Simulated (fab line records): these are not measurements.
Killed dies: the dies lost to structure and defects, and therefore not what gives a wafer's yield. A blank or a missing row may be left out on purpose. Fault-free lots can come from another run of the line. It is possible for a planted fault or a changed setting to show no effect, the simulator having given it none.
Problem report, 8D (eight disciplines) form, completed by code + flow gf180mcu + the parts of the form that need people (team, actions taken, sign-off) are left out

## 1. WHAT IS WRONG
bias_w at GF_MIM_METAL_ETCH_19 reads a mean of 123.5 W on 2 wafers of 2 lots; wafers without a fault read 139.9 W with a standard deviation of 0.45. Relative to the usual mean, that is a shift of -37 standard deviations.
The step: etches the open film in Cl2/BCl3, stops on Si3N4, target depth 324.5 nm, time 54.1 s.
First seen on wafer L664.4, day 30 15:16, on rie_metal-03. At this step, 18 wafers from 6 lots have a number in the record. Rule for "out", or "out of limits": more than 4 standard deviations from the usual mean. All remaining wafers that have a number are taken as sound.

## 2. WHAT IT IS AND WHAT IT IS NOT
| question                    | is                | is not                                                                         |
|-----------------------------|-------------------|--------------------------------------------------------------------------------|
| which readings at this step | bias_w            | drypump_motor_current_A, oes_product_au, throttle_valve_pct                    |
| which lots                  | L664, L668        | L654, L656, L669, L671                                                         |
| which wafers of those lots  | L664.4, L668.6    | L664.2, L664.5, L668.3, L668.5                                                 |
| read on which tools         | rie_metal-03      | rie_metal-04                                                                   |
| when                        | from day 30 15:16 | up to then (8 sound wafers); but 8 sound wafers of L668, L669, L671 came after |

## 3. THE SUSPECTS, EACH WITH WHAT RULES IT OUT
Counting: if a tool at a process step up to the reading ran every lot that is out, it stays a suspect. Sound lots after the first of them don't rule it out here, since some wafers of a struck lot are sound.
- rie_metal-03 at GF_MIM_METAL_ETCH_19 (etches the open film in Cl2/BCl3, stops on Si3N4, target depth 324.5 nm, time 54.1 s): kept. Every lot that is out went through it, the first being L664 (day 30 15:16); the last sound lot it ran before that was L656 (day 28 02:44). Its own bias_w readings are out on those wafers.
- At GF_MIM_METAL_ETCH_19 on rie_metal-03, chamber 1 took the sound wafers of the same lots and chamber 0 took the wafers that are out.
Remaining after the count: rie_metal-03 at GF_MIM_METAL_ETCH_19.

## 4. THE CAUSE (what the simulator had put in)
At GF_MIM_METAL_ETCH_19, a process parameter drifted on rie_metal-03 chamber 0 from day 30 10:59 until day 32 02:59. Setting bias_w shifted by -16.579 from 140. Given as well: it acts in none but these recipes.
This tool alone remained once counting was done.

## 5. THE EFFECT CHAIN, in route order
Each row: a reading where the mean over the struck wafers with a number is more than 3 standard deviations away from the usual. Only readings for which the record gives a usual standard deviation are gone through. hours: the time from each lot's start at the first step in this table that gives one to its start at this step, as a median over the lots. sigmas: the change in usual standard deviations.
| hours | step                 | reading | usual   | on struck wafers | change | sigmas |
|-------|----------------------|---------|---------|------------------|--------|--------|
| 0     | GF_MIM_METAL_ETCH_19 | bias_w  | 139.9 W | 123.5            | -16.5  | -37    |
It contains these process steps:
- GF_MIM_METAL_ETCH_19: etches the open film in Cl2/BCl3, stops on Si3N4, target depth 324.5 nm, time 54.1 s.

## 6. HOW IT WOULD HAVE BEEN CAUGHT EARLIER
In this record the first reading out of limits was taken at day 30 15:16, 4 hours after the fault began at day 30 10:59.
